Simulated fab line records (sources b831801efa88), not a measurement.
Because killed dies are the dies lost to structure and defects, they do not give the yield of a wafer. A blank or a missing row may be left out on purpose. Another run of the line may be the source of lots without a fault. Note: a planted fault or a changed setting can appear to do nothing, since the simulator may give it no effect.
A lot that was struck, set against a sound lot + flow gf180mcu + 14 out of 602 route steps
Sound: the wafers L575.2, L575.5, L575.6. Wafers struck: L582.3, L582.5, L582.6. Last of all comes the cause.
For every step that has rows: the tool of each side, followed by ch and its chambers, followed by its first start. Under that, the readings that differ: sound wafers + struck wafers + difference of the means + sigmas: that difference in standard deviations of wafers without a fault.
alike: a reading whose means differ by less than 2 such deviations, as well as words and numbers matching on both sides. not compared: withheld readings; readings where some wafer has no value; bounds like >300 that might hide an equal value; numbers whose values overlap and for which the record gives no deviation.
Wherever a step has rows on one side only, a row that says differs or no value, or a row with sigmas, the two part there. Numbers that have no deviation but don't overlap get no sigmas and don't part them. A reading missing from all wafers of one side parts the sides only when that side holds two or more wafers.

first, 5 steps without rows for these wafers: GF_V3_COAT_09 (resist thk 1000 nm); GF_V3_SOFTBAKE_10 (time 60 s); GF_V3_EXPOSE_11 (exposes mask Via3, target cd 260 nm); GF_V3_PEB_12 (peb time 90 s); GF_V3_DEVELOP_13 (develop time 60 s).
GF_V3_CD_MEAS_14: target cd 260 nm.
  sound: cdSem-02 at day 22 19:01; struck: cdSem-02 at day 25 06:36
  alike: cdNm
GF_V3_OVL_MEAS_15:
  sound: overlay-01 at day 22 19:08; struck: overlay-02 at day 25 06:42
  alike: V3_OVL
GF_V3_ETCH_16: etches BARC in N2/H2.
  sound on rieDiel-01 ch 1,2,3, day 22 19:10; struck on rieDiel-01 ch 1,2, day 25 06:43
  alike: biasW, drypumpMotorCurrentA, oesProductAu, throttleValvePct
GF_V3_ETCH_17: etches SiO2 in C4F8/O2/Ar, stops on TiN, target depth 635 nm.
  sound: rieDiel-01 ch 1,2,3; struck: rieDiel-01 ch 1,2
  alike: biasW, oesProductAu
GF_V3_STRIP_18: strips in O2/N2.
  sound on plasmaAsher-03 ch 0,1, day 22 19:17; struck on plasmaAsher-01 ch 0,1, day 25 06:53
| reading             | sound             | struck            | difference | sigmas |
|---------------------|-------------------|-------------------|------------|--------|
| oesProductAu (a.u.) | 0.598 0.598 0.593 | 0.583 0.584 0.588 | -0.011     | -2     |
  alike: drypumpMotorCurrentA, heaterPowerW, o2FlowSccm
  not compared: rfHoursCounterH
then, 2 steps without rows for these wafers: GF_V3_STRIP_19 (strips in post etch residue remover, time 1200 s); GF_V3_CLEAN_20 (cleans in DIW).
GF_V3_SPUTTER_21: material Ti, target thk 15 nm, time 80.02 s.
  sound: pvdSputter-02 at day 22 19:50; struck: pvdSputter-03 at day 25 07:23
  no value came back on the struck wafers for cathodeDcPowerW (W), chamberPressurePa (Pa), throttleValvePct (%); on the sound wafers cathodeDcPowerW (W) reads 2500.0 2500.3 2499.7
GF_V3_SPUTTER_22: material TiN, target thk 10 nm, time 40 s.
  sound: pvdSputter-02 at day 22 19:53; struck: pvdSputter-03 at day 25 07:26
  alike: cathodeDcPowerW, chamberPressurePa, throttleValvePct

== WHERE THEY PART ==
Earliest at GF_V3_STRIP_18; latest, in this record, at GF_V3_SPUTTER_21. Later steps at which nothing parts them and some readings are alike: GF_V3_SPUTTER_22.

WHY: what the simulator had put in
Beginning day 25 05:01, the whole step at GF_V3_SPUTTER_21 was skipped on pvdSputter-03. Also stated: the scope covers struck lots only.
